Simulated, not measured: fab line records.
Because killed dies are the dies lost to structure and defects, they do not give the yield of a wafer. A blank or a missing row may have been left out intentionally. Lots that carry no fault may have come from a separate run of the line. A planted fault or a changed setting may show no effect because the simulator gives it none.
Struck lot and sound lot, side by side | flow sky130 | 16 steps out of a route of 708
Sound: these wafers, L621.2, L621.5, L621.6. The struck wafers were L618.1, L618.3, L618.4. Last of all comes the cause.
At each step with rows: each side's tool, then ch and its chambers, then its first start. Under that, the readings that differ: sound wafers | struck wafers | difference of the means | sigmas: that difference in standard deviations of wafers without a fault.
alike: words and numbers the same on both sides, and readings whose means are apart by under 2 such deviations; not compared: readings that were withheld, readings missing a value for some wafer, numbers with overlapping values and no deviation given by the record, and bounds like >300 which may hide the same value.
The two part at a step that has a row with sigmas, a row that says differs or no value, or rows on one side only. Numbers that have no deviation but don't overlap get no sigmas and don't part them. Lack of a reading on every wafer of one side parts them only where that side has two or more wafers.

first, 5 steps without rows for these wafers: SKY_SD_N_COAT_02 (resist thk 1140 nm); SKY_SD_N_SOFTBAKE_03 (time 60 s); SKY_SD_N_EXPOSE_04 (exposes mask NSDM, target cd 380 nm); SKY_SD_N_PEB_05; SKY_SD_N_DEVELOP_06 (develop time 60 s).
SKY_SD_N_CD_MEAS_07 targets a cd of 380 nm.
  struck on cd sem-01, day 30 21:58; sound on cd sem-02, day 31 23:59
  alike: cd nm
SKY_SD_N_OVL_MEAS_08:
  struck on overlay-01, day 30 22:05; sound on overlay-01, day 32 00:05
  alike: SD_N_OVL
then, 2 steps without rows for these wafers: SKY_SD_N_IMPLANT_09; SKY_SD_N_IMPLANT_10.
SKY_SD_N_STRIP_11: strips in O2/N2.
  sound on plasma asher-03 ch 0,1, day 32 00:25; struck on plasma asher-03 ch 0,1, day 30 22:25
  alike: drypump motor current A, oes product au, strip time to endpoint s
  not compared: rf hours counter h
SKY_SD_N_TW_MEAS_12:
  struck on film metro-01, day 30 22:31; sound on film metro-01, day 32 00:32
  alike: SD_N_TW
then, 1 step without rows for these wafers: SKY_SD_N_CLEAN_13 (cleans in SC1/SC2, time 150 s).
SKY_SD_N_RTA_14: time 2 s.
  sound on rtp anneal-02 ch 0, day 32 00:38; struck on rtp anneal-01 ch 0, day 30 22:38
  reading            | sound             | struck            | difference | sigmas
  lamp power pct (%) | 15.72 15.78 15.74 | 14.49 14.57 14.60 | -1.19      | -25
  alike: ramp up c per s, wafer_temp_C_max
SKY_SD_N_RS_MEAS_16: a four-point-probe measurement.
  struck on film metro-02, day 30 23:10; sound on film metro-02, day 32 00:49
  reading          | sound             | struck            | difference | sigmas
  SD_N_RS (ohm/sq) | 68.49 68.42 68.48 | 73.74 73.96 73.69 | +5.33      | +44
  not compared: hold
SKY_SD_N_RS_MEAS_17: a four-point-probe measurement.
  struck on film metro-02, day 31 04:36; sound on film metro-02, day 32 00:56
  reading          | sound             | struck            | difference | sigmas
  SD_P_RS (ohm/sq) | 146.1 146.0 146.2 | 177.7 178.3 178.3 | +32.0      | +76
  not compared: hold
SKY_PAD_OPEN_PROBE_99:
  rows exist in the record for the sound wafers here (prober-02, day 48 16:38), none for the struck ones

== WHERE THEY PART ==
At SKY_SD_N_RTA_14 first; at SKY_PAD_OPEN_PROBE_99 last (within this record only).

WHY: what the simulator had put in
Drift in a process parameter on rtp anneal-01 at SKY_SD_N_RTA_14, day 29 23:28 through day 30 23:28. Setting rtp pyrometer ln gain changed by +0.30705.
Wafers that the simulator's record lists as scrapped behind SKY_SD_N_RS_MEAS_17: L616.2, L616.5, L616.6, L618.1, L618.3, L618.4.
